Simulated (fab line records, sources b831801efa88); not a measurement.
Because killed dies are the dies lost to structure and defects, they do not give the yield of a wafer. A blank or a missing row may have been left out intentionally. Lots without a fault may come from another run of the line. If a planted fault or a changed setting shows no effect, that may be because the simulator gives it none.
A single fault, viewed from 2 desks | flow gf180mcu | numbers are kept per desk, each desk with only its own; the story behind them comes last

== FOR THE TOOL OWNER'S DESK: ilineStepper-01 ==
The tool's own readings at GF_TOP_METAL_EXPOSE_11 (exposes mask MetalTop, target cd 440 nm): means of the sampled wafers that have a number, for each lot that ran on this tool. A lot is out of limits, marked OUT, if its mean lies more than 4 standard deviations from the usual mean; the brackets give that distance.
Columns: A = exposureDoseMJCm2 at GF_TOP_METAL_EXPOSE_11, usual 169.91; B = focusOffsetNm at GF_TOP_METAL_EXPOSE_11, usual 0.0 nm
lot  | first seen here | A                | B
L638 | day 28 00:28    | 169.77           | 0.1
L639 | day 28 07:15    | 169.65           | -0.3
L641 | day 29 03:19    | 169.97           | 0.5
L647 | day 31 00:09    | 169.72           | 0.0
L649 | day 32 01:01    | 169.80           | -0.4
L651 | day 32 06:55    | 170.00           | 0.2
L655 | day 33 05:05    | 161.24 (-51) OUT | 0.0
L660 | day 34 02:54    | 163.11 (-40) OUT | -0.0
This desk's verdict: out of limits on L655, L660, starting with L655 at day 33 05:05 (exposureDoseMJCm2 at GF_TOP_METAL_EXPOSE_11). L638, L639, L641, L647, L649, L651 stayed within limits.

== METROLOGY DESK ==
Means of the sampled wafers that have a number, per lot and without regard to the tool the lot ran on: this is what the gauges read. A lot is out of limits, marked OUT, if its mean lies more than 4 standard deviations from the usual mean; the brackets give that distance.
Columns: A = cdNm at GF_M5_CD_MEAS_07, usual 279.7 nm; B = cdNm at GF_TOP_METAL_CD_MEAS_14, usual 439.5 nm
lot  | first seen here | A     | B
L637 | day 26 06:47    | 279.5 | 438.4
L638 | day 26 14:32    | 279.2 | 442.8
L639 | day 26 21:29    | 278.2 | 441.2
L641 | day 27 19:08    | 280.0 | 441.0
L643 | day 28 05:06    | 279.0 | 440.3
L645 | day 29 03:17    | 278.8 | 439.2
L646 | day 29 07:31    | 279.1 | 441.7
L647 | day 29 17:17    | 279.8 | 439.0
L649 | day 30 19:41    | 280.5 | 439.8
L651 | day 31 01:51    | 280.1 | 437.4
L655 | day 32 00:20    | 279.9 | 454.1 (+7.7) OUT
L660 | day 32 23:38    | 279.0 | 449.5 (+5.2) OUT
This desk's verdict: out of limits on L655, L660, starting with L655 at day 33 12:42 (cdNm at GF_TOP_METAL_CD_MEAS_14). L637, L638, L639, L641, L643, L645, L646, L647, L649, L651 stayed within limits.

== ALL TOGETHER ==
The tool owner's desk could have raised an alarm at day 33 05:05, on L655, L660.
An alarm was possible from the metrology desk at day 33 12:42, on L655, L660.
On ilineStepper-01, each named lot ran GF_TOP_METAL_EXPOSE_11.

== WHAT WAS PUT IN BY THE SIMULATOR ==
Drift in process parameters on ilineStepper-01 at GF_TOP_METAL_EXPOSE_11, starting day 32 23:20. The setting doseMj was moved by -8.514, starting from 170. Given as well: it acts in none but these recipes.
Struck lots among those shown: L655, L660.
Time in hours from fault onset to the first out-of-limits reading at each desk: tool owner's desk 6, metrology desk 13.
